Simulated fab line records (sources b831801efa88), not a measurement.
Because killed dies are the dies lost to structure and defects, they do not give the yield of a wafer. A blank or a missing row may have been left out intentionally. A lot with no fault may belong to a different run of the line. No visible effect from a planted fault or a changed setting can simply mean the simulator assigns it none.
A lot that was struck, set against a sound lot	flow sfqLine	41 steps out of a route of 325
Sound: the wafers L505.1, L505.3, L505.5. Struck: wafer L499.4. (L499.2 of the same lot was not struck and is left out.) The cause comes at the end.
Order at every step that has rows: each side's tool, ch and its chambers, its first start. Under that, the readings that differ: sound wafers	struck wafers	difference of the means	sigmas: that difference in standard deviations of wafers without a fault.
alike: words and numbers the same on both sides, and readings whose means are apart by under 2 such deviations; not compared: readings that were withheld, readings missing a value for some wafer, numbers with overlapping values and no deviation given by the record, and bounds like >300 which may hide the same value.
The two part at a step that has a row with sigmas, a row that says differs or no value, or rows on one side only. Numbers that don't overlap but have no deviation are shown without sigmas and don't part them. Lack of a reading on every wafer of one side parts them only where that side has two or more wafers.

SFQ_I2_OVL_MEAS_918:
  sound on overlay-01, day 44 03:14; struck on overlay-02, day 41 03:31
  alike: I2_OVL
SFQ_TRILAYER_I2_VIA_BARC_OPEN_VIA_ETCH_096: etches BARC in O2, target depth 125 nm, time 41.7 s.
  sound on rieDiel-01 ch 0,1,3, day 44 03:17; struck on rieDiel-02 ch 1, day 41 03:32
  alike: drypumpMotorCurrentA, oesProductAu, rfFwdPowerW
  not compared: rfHoursCounterH
SFQ_TRILAYER_I2_VIA_ETCH_VIA_ETCH_070: etches SiO2 in CHF3, stops on Nb, target depth 260 nm.
  sound on rieDiel-01 ch 0,1,3, day 44 03:19; struck on rieDiel-02 ch 1, day 41 03:35
reading	sound	struck	difference	sigmas
oesProductAu (a.u.)	0.854 0.850 0.860	0.865	+0.010	+2
  alike: drypumpMotorCurrentA, rfFwdPowerW
then, 4 steps without rows for these wafers: SFQ_TRILAYER_I2_VIA_STRIP_STRIP_071 (strips in O2); SFQ_TRILAYER_I2_VIA_STRIP_SOLV_CLEAN_072 (cleans in NMP, time 600 s); SFQ_TRILAYER_M3_DEP_PRE_CLEAN_074 (time 22.5 s); SFQ_TRILAYER_M3_DEP_SPUTTER_073 (material Nb, target thk 200 nm, time 133.3 s).
SFQ_M3_RS_MEAS_919: uses a four-point probe to measure.
  sound on filmMetro-03, day 44 04:20; struck on filmMetro-02, day 41 04:37
  alike: M3_NB_RS
then, 3 steps without rows for these wafers: SFQ_TRILAYER_M3_LITHO_COAT_080 (resist thk 62 nm); SFQ_TRILAYER_M3_LITHO_COAT_075 (resist thk 600 nm); SFQ_TRILAYER_M3_LITHO_SOFTBAKE_079.
-- the record jumps here: 5 days lie between the struck wafers' starts before and after --
SFQ_TRILAYER_M3_LITHO_EXPOSE_076: exposes mask M3, target cd 500 nm.
  sound on krfScanner-02 ch 0, day 50 00:40; struck on krfScanner-02 ch 0, day 46 08:04
  alike: mask
then, 2 steps without rows for these wafers: SFQ_TRILAYER_M3_LITHO_PEB_078 (peb time 60 s); SFQ_TRILAYER_M3_LITHO_DEVELOP_077 (time 60 s).
SFQ_M3_OVL_MEAS_921:
  sound on overlay-02, day 50 02:10; struck on overlay-01, day 46 09:22
  alike: M3_OVL
SFQ_TRILAYER_M3_BARC_OPEN_METAL_ETCH_100: etches BARC in O2, target depth 125 nm, time 41.7 s.
  sound on rieMetal-02 ch 1, day 50 02:12; struck on rieMetal-04 ch 0, day 46 09:24
reading	sound	struck	difference	sigmas
model.M3.cdNm (nm)	499.2 499.3 500.1	491.4	-8.1	
  alike: drypumpMotorCurrentA, oesProductAu, rfFwdPowerW
  not compared: rfHoursCounterH
SFQ_TRILAYER_M3_ETCH_METAL_ETCH_078: etches Nb in Cl2/Ar, stops on SiO2, target depth 240 nm, time 120 s.
  sound on rieMetal-02 ch 1, day 50 02:19; struck on rieMetal-04 ch 0, day 46 09:28
reading	sound	struck	difference	sigmas
model.M3.cdNm (nm)	499.3 499.2 500.6	491.8	-7.9	
  alike: drypumpMotorCurrentA, oesProductAu, rfFwdPowerW
  not compared: rfHoursCounterH
then, 3 steps without rows for these wafers: SFQ_TRILAYER_M3_STRIP_STRIP_079 (strips in O2); SFQ_TRILAYER_M3_STRIP_SOLV_CLEAN_080 (cleans in NMP, time 600 s); SFQ_TRILAYER_I3_DEP_PECVD_081 (deposits SiO2 from SiH4/N2O, time 111.11 s, target thk 500 nm).
SFQ_TRILAYER_I3_CMP_CMP_082: polishes SiO2.
  sound on cmp-02 ch 0,1, day 50 09:11; struck on cmp-01 ch 2, day 46 12:50
  alike: motorCurrentA, timeToEndpointS
SFQ_I3_BOW_MEAS_922:
  sound on filmMetro-03, day 50 12:11; struck on filmMetro-04, day 46 15:52
  alike: I3_BOW
then, 7 steps without rows for these wafers: SFQ_TRILAYER_I3_METRO_MEASURE_083; SFQ_TRILAYER_I3_VIA_LITHO_COAT_090 (resist thk 62 nm); SFQ_TRILAYER_I3_VIA_LITHO_COAT_085 (resist thk 650 nm); SFQ_TRILAYER_I3_VIA_LITHO_SOFTBAKE_089; SFQ_TRILAYER_I3_VIA_LITHO_EXPOSE_086 (exposes mask I3, target cd 500 nm); SFQ_TRILAYER_I3_VIA_LITHO_PEB_088 (peb time 60 s); SFQ_TRILAYER_I3_VIA_LITHO_DEVELOP_087 (time 60 s).
-- the record jumps here: 5 days lie between the struck wafers' starts before and after --
SFQ_I3_OVL_MEAS_923:
  sound on overlay-02, day 56 04:35; struck on overlay-01, day 52 03:37
  alike: I3_OVL
then, 2 steps without rows for these wafers: SFQ_TRILAYER_I3_VIA_BARC_OPEN_VIA_ETCH_121 (etches BARC in O2, target depth 125 nm, time 41.7 s); SFQ_TRILAYER_I3_VIA_ETCH_VIA_ETCH_088 (etches SiO2 in CHF3, stops on Nb, target depth 260 nm).
SFQ_TRILAYER_I3_VIA_STRIP_STRIP_089: strips in O2.
  sound on rieMetal-03 ch 1, day 56 04:46; struck on rieMetal-04 ch 0, day 52 03:49
reading	sound	struck	difference	sigmas
oesProductAu (a.u.)	1.005 0.999 0.995	1.022	+0.022	+3
  alike: drypumpMotorCurrentA
  not compared: rfHoursCounterH
then, 2 steps without rows for these wafers: SFQ_TRILAYER_I3_VIA_STRIP_SOLV_CLEAN_090 (cleans in NMP, time 600 s); SFQ_TRILAYER_M4_DEP_PRE_CLEAN_092 (time 22.5 s).
SFQ_TRILAYER_M4_DEP_SPUTTER_091: material Nb, target thk 200 nm, time 133.3 s.
  sound on pvdSputter-06, day 56 05:34; struck on pvdSputter-03, day 52 04:37
  alike: resputterCathodeVoltageV, throttleValvePct
SFQ_M4_RS_MEAS_924: uses a four-point probe to measure.
  sound on filmMetro-03, day 56 05:40; struck on filmMetro-03, day 52 04:43
  alike: M4_NB_RS
then, 3 steps without rows for these wafers: SFQ_TRILAYER_M4_LITHO_COAT_098 (resist thk 62 nm); SFQ_TRILAYER_M4_LITHO_COAT_093 (resist thk 600 nm); SFQ_TRILAYER_M4_LITHO_SOFTBAKE_097.
-- the record jumps here: 29 days lie between the struck wafers' starts before and after --
SFQ_M8_BOW_MEAS_951:
  sound on filmMetro-04, day 82 14:33; struck on filmMetro-01, day 81 05:56
reading	sound	struck	difference	sigmas
model.etest.m3.ohmUm	1.782 1.78 1.763	1.805	+0.030	
  alike: M8_BOW

## WHERE THEY PART
First at SFQ_TRILAYER_I2_VIA_ETCH_VIA_ETCH_070; last, within this record, at SFQ_TRILAYER_I3_VIA_STRIP_STRIP_089. Later steps at which nothing parts them and some readings are alike: SFQ_TRILAYER_M4_DEP_SPUTTER_091, SFQ_M4_RS_MEAS_924, SFQ_M8_BOW_MEAS_951.

WHY: whatever the simulator had introduced
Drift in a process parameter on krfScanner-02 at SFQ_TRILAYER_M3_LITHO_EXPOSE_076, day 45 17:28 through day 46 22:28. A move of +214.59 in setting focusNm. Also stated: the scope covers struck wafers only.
